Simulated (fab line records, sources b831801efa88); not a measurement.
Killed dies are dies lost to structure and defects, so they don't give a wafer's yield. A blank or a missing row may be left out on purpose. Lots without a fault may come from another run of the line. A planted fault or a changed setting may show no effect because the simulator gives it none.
fab line records | flow sky130
record lots=11 wafers=33 last_day=50
route steps=708 shown VIA3@594 METAL4@633 VIA4@639 PAD_OPEN@708
lots that met no fault: from a run of the same line without faults
start_h: hours from the record's first day to the start of the lot's first wafer shown | wait_h: hours since the lot's step before | " the same as in the row above | L1.1+2: a row that stands for several wafers | - no value, or no start given | * or withheld: withheld | < > ~ a bound
route shown NAME@n: a module of which the file shows steps, and the number in the route of the first | usual: mean/standard deviation of fault-free wafers | same: alike in all rows | chamber/n: place in a boat | sites: the reading at each site | _std_site: their standard deviation | _edge_site: outer sites' mean less inner sites' | radius_mm: how far each site lies from the wafer's centre | mask NAME#n: copy n | behind: the tool/chamber that last shaped the wafer | hold: why the lot was held/for how many hours/how that ended | device: the transistor (n, p or np) that didn't switch | end of line: the same wafers' tests at the end of the route | a step without rows: its recipe alone | killed: dies lost to structure and defects at the first sort, not the wafer's yield | map: a wafer's dies, x killed, . not, _ none there
set.NAME: the setting as run; set.NAME@STEP: as run at that earlier step | model.NAME: the simulator's own value behind a step, which no gauge read
steps of the route over a sample of lots; a table a step, a row a wafer
services: from which hour (start_h, from the record's first day; less than 0 if before it) a tool's chamber was out of use, for how many hours, and why
## steps
# step SKY_VIA3_CVD_21
# recipe material=W target_thk_nm=390 time_s=117.31 temp_c=400 pressure_torr=40
# usual heater_power_w=801/29
# columns lot.wafer tool chamber start_h wait_h heater_power_w
L519.1 cvd_w-02 0 938.45 0.0 806
L519.2 " 1 " " 756
L519.3 " 1 " " 740
L520.1 cvd_w-02 0 952.64 0.0 810
L520.2 " 1 " " 761
L520.3 " 1 " " 766
L521.1 cvd_w-02 1 956.56 0.0 751
L521.3 " 1 " " 753
L521.6 " 1 " " 767
L524.1 cvd_w-02 0 976.05 0.0 795
L524.3 " 0 " " 816
L524.6 " 0 " " 806
L525.3 cvd_w-01 1 994.89 0.1 844
L525.4 " 0 " " 805
L525.5 " 1 " " 831
L526.2 cvd_w-02 1 995.35 0.0 761
L526.3 " 1 " " 778
L526.4 " 0 " " 827
L527.4 cvd_w-02 1 1003.61 0.1 758
L527.5 " 0 " " 803
L527.6 " 1 " " 763
L528.3 cvd_w-01 1 1007.22 0.1 842
L528.4 " 0 " " 820
L528.5 " 1 " " 829
L529.2 cvd_w-01 0 1022.34 0.0 811
L529.3 " 0 " " 802
L529.4 " 1 " " 851
L530.3 cvd_w-01 0 1025.88 0.1 775
L530.5 " 1 " " 844
L530.6 " 0 " " 805
L542.1 cvd_w-02 0 1087.95 0.0 820
L542.4 " 0 " " 812
L542.5 " 1 " " 765
# step SKY_VIA3_RS_MEAS_22
# recipe thk_meas_gauge=four-point-probe reads=W_of_VIA3_CVD_21+TiN_of_VIA3_SPUTTER_20
# usual VIA3_W_RS=0.294/0.0044
# columns lot.wafer tool chamber start_h wait_h VIA3_W_RS[ohm/sq]
L519.1 film_metro-01 - 938.57 0.1 0.292
L519.2 " - " " 0.291
L519.3 " - " " 0.295
L520.1 film_metro-02 - 952.76 0.1 0.296
L520.2 " - " " 0.296
L520.3 " - " " 0.295
L521.1 film_metro-02 - 956.68 0.1 0.300
L521.3 " - " " 0.296
L521.6 " - " " 0.292
L524.1 film_metro-01 - 976.29 0.2 0.297
L524.3 " - " " 0.292
L524.6 " - " " 0.295
L525.3 film_metro-02 - 995.01 0.1 0.283
L525.4 " - " " 0.297
L525.5 " - " " 0.286
L526.2 film_metro-04 - 995.50 0.1 0.292
L526.3 " - " " 0.294
L526.4 " - " " 0.293
L527.4 film_metro-01 - 1003.75 0.1 0.296
L527.5 " - " " 0.291
L527.6 " - " " 0.293
L528.3 film_metro-04 - 1007.34 0.1 0.288
L528.4 " - " " 0.296
L528.5 " - " " 0.289
L529.2 film_metro-01 - 1022.49 0.1 0.295
L529.3 " - " " 0.296
L529.4 " - " " 0.288
L530.3 film_metro-04 - 1026.00 0.1 0.297
L530.5 " - " " 0.287
L530.6 " - " " 0.298
L542.1 film_metro-01 - 1088.07 0.1 0.301
L542.4 " - " " 0.296
L542.5 " - " " 0.295
# step SKY_METAL4_ETCH_17
# recipe target=SiO2 stop_on=TiN chemistry=C4F8/O2/Ar source_w=1500 bias_w=1200 pressure_mtorr=40 c4f8_flow_sccm=withheld O2_flow_sccm=6 Ar_flow_sccm=300 time_s=3.9 target_depth_a=150
# usual oes_product_au=0.753/0.0075
# columns lot.wafer tool chamber start_h wait_h oes_product_au rf_hours_counter_h
L519.1 rie_diel-03 3 988.20 0.1 0.747 4
L519.2 " 2 " " 0.756 19
L519.3 " 1 " " 0.749 6
L520.1 rie_diel-02 2 1002.55 0.1 0.736 26
L520.2 " 1 " " 0.752 15
L520.3 " 0 " " 0.753 15
L521.1 rie_diel-02 0 1006.07 0.1 0.748 15
L521.3 " 1 " " 0.744 15
L521.6 " 0 " " 0.747 -
L524.1 rie_diel-03 3 1024.35 0.1 0.751 5
L524.3 " 1 " " 0.757 7
L524.6 " 1 " " 0.761 -
L525.3 rie_diel-04 0 1041.30 0.0 0.752 6
L525.4 " 1 " " 0.750 18
L525.5 " 1 " " 0.750 -
L526.2 rie_diel-03 2 1042.17 0.1 0.747 21
L526.3 " 1 " " 0.750 8
L526.4 " 0 " " 0.758 23
L527.4 rie_diel-04 0 1050.30 0.0 0.762 6
L527.5 " 3 " " 0.756 -
L527.6 " 2 " " 0.758 -
L528.3 rie_diel-03 2 1052.57 0.0 0.754 21
L528.4 " 3 " " 0.745 6
L528.5 " 2 " " 0.754 -
L529.2 rie_diel-04 0 1067.80 0.1 0.743 7
L529.3 " 3 " " 0.750 2
L529.4 " 2 " " 0.757 6
L530.3 rie_diel-02 1 1070.72 0.0 0.741 16
L530.5 " 3 " " 0.762 -
L530.6 " 0 " " 0.758 -
L542.1 rie_diel-03 2 1129.97 0.1 0.751 24
L542.4 " 0 " " 0.746 -
L542.5 " 0 " " 0.746 -
# step SKY_VIA4_HDPCVD_00
# recipe material=SiO2 target_thk_nm=1750 sigma_open_frac=0.3 time_s=291.7 temp_c=400 sih4_flow_sccm=60 pressure_mtorr=6
# usual pressure_mtorr=6.002/0.01 run_length_s=319.5/0.6
# columns lot.wafer tool chamber start_h wait_h pressure_mtorr run_length_s
L519.1 hdpcvd-02 0 988.99 0.0 5.991 319.6
L519.2 " 2 " " 6.007 319.6
L519.3 " 1 " " 6.004 318.6
L520.1 hdpcvd-02 1 1003.38 0.0 6.009 318.6
L520.2 " 2 " " 6.022 319.6
L520.3 " 0 " " 5.988 320.3
L521.1 hdpcvd-02 1 1006.86 0.0 6.001 318.4
L521.3 " 0 " " 6.006 320.1
L521.6 " 0 " " 6.012 319.7
L524.1 hdpcvd-01 1 1025.14 0.0 6.001 318.9
L524.3 " 2 " " 6.002 319.4
L524.6 " 1 " " 5.999 319.0
L525.3 hdpcvd-01 0 1042.09 0.0 5.998 320.1
L525.4 " 2 " " 5.992 319.5
L525.5 " 1 " " 5.996 319.2
L526.2 hdpcvd-01 0 1042.97 0.0 6.015 320.8
L526.3 " 2 " " 6.019 320.0
L526.4 " 2 " " 6.012 319.3
L527.4 hdpcvd-01 2 1051.18 0.1 6.004 319.9
L527.5 " 0 " " 6.004 424.9
L527.6 " 1 " " 5.997 319.4
L528.3 hdpcvd-02 2 1053.37 0.0 5.998 319.0
L528.4 " 1 " " 5.989 319.0
L528.5 " 2 " " 6.021 318.9
L529.2 hdpcvd-02 2 1068.60 0.0 6.003 319.5
L529.3 " 1 " " 6.000 318.9
L529.4 " 2 " " 6.001 319.0
L530.3 hdpcvd-01 1 1071.55 0.0 6.003 319.2
L530.5 " 0 " " 6.005 425.1
L530.6 " 1 " " 5.990 318.9
L542.1 hdpcvd-02 0 1130.81 0.0 5.988 320.2
L542.4 " 0 " " 5.999 319.4
L542.5 " 2 " " 6.024 319.2
# step SKY_VIA4_THK_MEAS_01
# recipe reads=SiO2_of_VIA4_HDPCVD_00
# usual VIA4_HDPCVD_THK=1752/14
# columns lot.wafer tool chamber start_h wait_h hold VIA4_HDPCVD_THK[nm]
L519.1 film_metro-02 - 989.16 0.1 - 1763
L519.2 " - " " - 1743
L519.3 " - " " - 1762
L520.1 film_metro-02 - 1003.56 0.1 - 1777
L520.2 " - " " - 1751
L520.3 " - " " - 1772
L521.1 film_metro-02 - 1007.04 0.1 - 1742
L521.3 " - " " - 1767
L521.6 " - " " - 1740
L524.1 film_metro-03 - 1025.32 0.1 - 1742
L524.3 " - " " - 1756
L524.6 " - " " - 1756
L525.3 film_metro-04 - 1042.29 0.1 - 1737
L525.4 " - " " - 1765
L525.5 " - " " - 1745
L526.2 film_metro-04 - 1043.16 0.1 - 1747
L526.3 " - " " - 1730
L526.4 " - " " - 1748
L527.4 film_metro-03 - 1051.29 0.0 await_dispo/0.2h/release 1742
L527.5 " - " " await_dispo/0.2h/release 2360
L527.6 " - " " await_dispo/0.2h/release 1736
L527.4 film_metro-03 - 1051.52 0.2 - 1744
L527.5 " - " " - 2360
L527.6 " - " " - 1739
L528.3 film_metro-03 - 1053.57 0.1 - 1741
L528.4 " - " " - 1740
L528.5 " - " " - 1748
L529.2 film_metro-02 - 1068.78 0.1 - 1730
L529.3 " - " " - 1758
L529.4 " - " " - 1744
L530.3 film_metro-03 - 1071.75 0.1 await_dispo/0.2h/release 1757
L530.5 " - " " await_dispo/0.2h/release 2374
L530.6 " - " " await_dispo/0.2h/release 1753
L530.3 film_metro-03 - 1071.98 0.2 - 1761
L530.5 " - " " - 2374
L530.6 " - " " - 1754
L542.1 film_metro-02 - 1130.98 0.1 - 1760
L542.4 " - " " - 1773
L542.5 " - " " - 1739
# step SKY_PAD_OPEN_PROBE_99
# usual defect_limited_yield=82.3/1.9 killed_at_M0_to_M3=43/7.4 killed_at_M4_up=3.3/2 killed_at_contacts=24/5.4 killed_at_front_end=16/4.2 killed_at_other=0.3/0.61 killed_dies=87/9.4 killed_open=47/7.3 killed_short=40/6.7 sort_bin_3_pad_short=0.9/0.43 sort_bin_5_function=10.4/1.4 sort_bin_6_memory=6.4/1.2 sort_n_pass=405/9.4 sort_yield_pct=82.3/1.9
# same gross_dies=492 killed_at_back_side=0 sort_bin_4_leakage[%]=0 sort_bin_8_speed[%]=0
# columns lot.wafer tool chamber start_h wait_h defect_limited_yield[%] killed_at_M0_to_M3 killed_at_M4_up killed_at_contacts killed_at_front_end killed_at_other killed_dies killed_open killed_short sort_bin_3_pad_short[%] sort_bin_5_function[%] sort_bin_6_memory[%] sort_n_pass sort_yield_pct[%]
L527.4 prober-02 - 1139.23 0.2 80.1 48 5 33 12 0 98 48 50 1.2 12.0 6.7 394 80.1
# killed by level:class
L527.4 LI_CONTACT:geometric_particle:open=12 CONTACT:geometric_particle:open=8 VIA2:geometric_particle:open=7 METAL2:geometric_particle:short=7 VIA1:geometric_particle:open=7 LI_CONTACT:geometric_particle:short=5 CONTACT:geometric_particle:short=5 VIA1:geometric_particle:short=5
## services
# columns tool chamber start_h hours kind
hdpcvd-01 0 914.55 2.2 repair
rie_diel-03 2 921.11 1.9 repair
cvd_w-02 0 929.60 4.7 repair
rie_diel-04 3 949.54 4.9 repair
hdpcvd-02 - 950.25 15.0 pm
cvd_w-01 - 956.11 1.2 repair
rie_diel-04 3 968.77 5.7 repair
cvd_w-02 1 973.58 10.3 repair
hdpcvd-01 - 976.86 6.0 pm
rie_diel-02 0 977.53 2.9 repair
hdpcvd-01 - 982.86 14.6 pm
hdpcvd-02 - 990.41 1.0 repair
rie_diel-02 1 1023.04 21.3 repair
rie_diel-03 2 1043.98 2.8 repair
rie_diel-04 - 1051.75 1.0 repair
rie_diel-02 3 1058.18 2.2 repair
rie_diel-02 2 1071.29 8.0 repair
cvd_w-01 - 1093.82 1.1 repair
rie_diel-03 1 1112.31 2.4 repair
rie_diel-03 3 1112.39 7.7 repair
rie_diel-03 0 1115.61 5.7 repair
rie_diel-03 1 1122.06 9.1 repair
rie_diel-03 3 1124.97 13.5 repair
cvd_w-01 - 1129.58 0.9 repair
## key
first_sign step=SKY_VIA4_HDPCVD_00 reading=run_length_s direction=up sigmas=99+ usual=* struck=*
effect step=SKY_VIA4_THK_MEAS_01 reading=visit direction=added
effect step=SKY_VIA4_THK_MEAS_01 reading=VIA4_HDPCVD_THK direction=up sigmas=43 usual=1752 struck=2367
met_at SKY_VIA4_HDPCVD_00
struck_lots L527,L530
struck_wafers L527.5,L530.5
not_acting_at SKY_VIA3_CVD_21,SKY_VIA3_RS_MEAS_22,SKY_METAL4_ETCH_17
onset_between 1042.97 1051.18
fault kind=process_parameter_drift tool=hdpcvd-01 chamber=0 onset_h=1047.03 steps=SKY_VIA4_HDPCVD_00 channel=time_s offset=* shape=step end_h=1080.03 acts_in=* stated=*
